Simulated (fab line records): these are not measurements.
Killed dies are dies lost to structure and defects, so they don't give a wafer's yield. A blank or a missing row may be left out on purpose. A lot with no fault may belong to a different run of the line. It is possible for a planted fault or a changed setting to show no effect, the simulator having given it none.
Comparing a struck lot with a sound one | flow sky130 | 19 out of 708 route steps
Sound: these wafers, L838.1, L838.4, L838.5. Struck: wafers L831.4, L831.5, L831.6. Last of all comes the cause.
For every step that has rows: the tool of each side, followed by ch and its chambers, followed by its first start. Under that, the readings that differ: sound wafers | struck wafers | difference of the means | sigmas: that difference in standard deviations of wafers without a fault.
alike: words and numbers the same on both sides, and readings whose means are apart by under 2 such deviations; not compared: readings that were withheld, readings missing a value for some wafer, numbers with overlapping values and no deviation given by the record, and bounds like >300 which may hide the same value.
A row with sigmas, a row that says differs or no value, or rows on one side alone: a step with any of these is where the two part. Non-overlapping numbers with no deviation appear without sigmas and do not part them. A reading missing from all wafers of one side parts the sides only when that side holds two or more wafers.

first, 6 steps without rows for these wafers: SKY_LDD_HVN_HMDS_01 (prime time 60 s); SKY_LDD_HVN_COAT_02 (resist thk 300 nm); SKY_LDD_HVN_SOFTBAKE_03 (time 60 s); SKY_LDD_HVN_EXPOSE_04 (exposes mask HVNTM, target cd 700 nm); SKY_LDD_HVN_PEB_05; SKY_LDD_HVN_DEVELOP_06 (develop time 60 s).
SKY_LDD_HVN_OVL_MEAS_07:
  sound on overlay-01, day 26 09:15; struck on overlay-01, day 24 03:08
  alike: LDD_HVN_OVL
then, 1 step without rows for these wafers: SKY_LDD_HVN_IMPLANT_08.
SKY_LDD_HVN_STRIP_09: strips in O2/N2.
  sound on plasma-asher-01 ch 0,1, day 26 09:26; struck on plasma-asher-02 ch 0,1, day 24 03:20
  alike: drypump-motor-current-A, oes-product-au, strip-time-to-endpoint-s
  not compared: rf-hours-counter-h
SKY_LDD_HVN_TW_MEAS_10:
  sound on film-metro-04, day 26 09:32; struck on film-metro-03, day 24 03:26
  alike: LDD_HVN_TW
then, 2 steps without rows for these wafers: SKY_LDD_HVP_DEHYDRATE_00 (time 60 s); SKY_LDD_HVP_HMDS_01 (prime time 60 s).
SKY_LDD_HVP_COAT_02: resist thk 300 nm.
  sound on litho-track-04 ch 0, day 27 01:06; struck on litho-track-04, day 24 17:58
  no value came back on the struck wafers for chill-plate-temp-C (C), dispense-pressure-kPa (kPa), exhaust-pa (Pa); on the sound wafers chill-plate-temp-C (C) reads 22.92 23.12 23.06
then, 4 steps without rows for these wafers: SKY_LDD_HVP_SOFTBAKE_03 (time 60 s); SKY_LDD_HVP_EXPOSE_04 (exposes mask HVPTM, target cd 700 nm); SKY_LDD_HVP_PEB_05; SKY_LDD_HVP_DEVELOP_06 (develop time 60 s).
SKY_LDD_HVP_OVL_MEAS_07:
  sound on overlay-02, day 27 15:40; struck on overlay-02, day 25 09:11
  reading          | sound         | struck | difference                    | sigmas
  LDD_HVP_OVL (nm) | 2.2 -1.1 -0.8 | - - -  | no value on the struck wafers |
then, 1 step without rows for these wafers: SKY_LDD_HVP_IMPLANT_08.

## WHERE THEY PART
Last at SKY_LDD_HVP_OVL_MEAS_07 as far as this record goes, first at SKY_LDD_HVP_COAT_02.

WHY: what the simulator had put in
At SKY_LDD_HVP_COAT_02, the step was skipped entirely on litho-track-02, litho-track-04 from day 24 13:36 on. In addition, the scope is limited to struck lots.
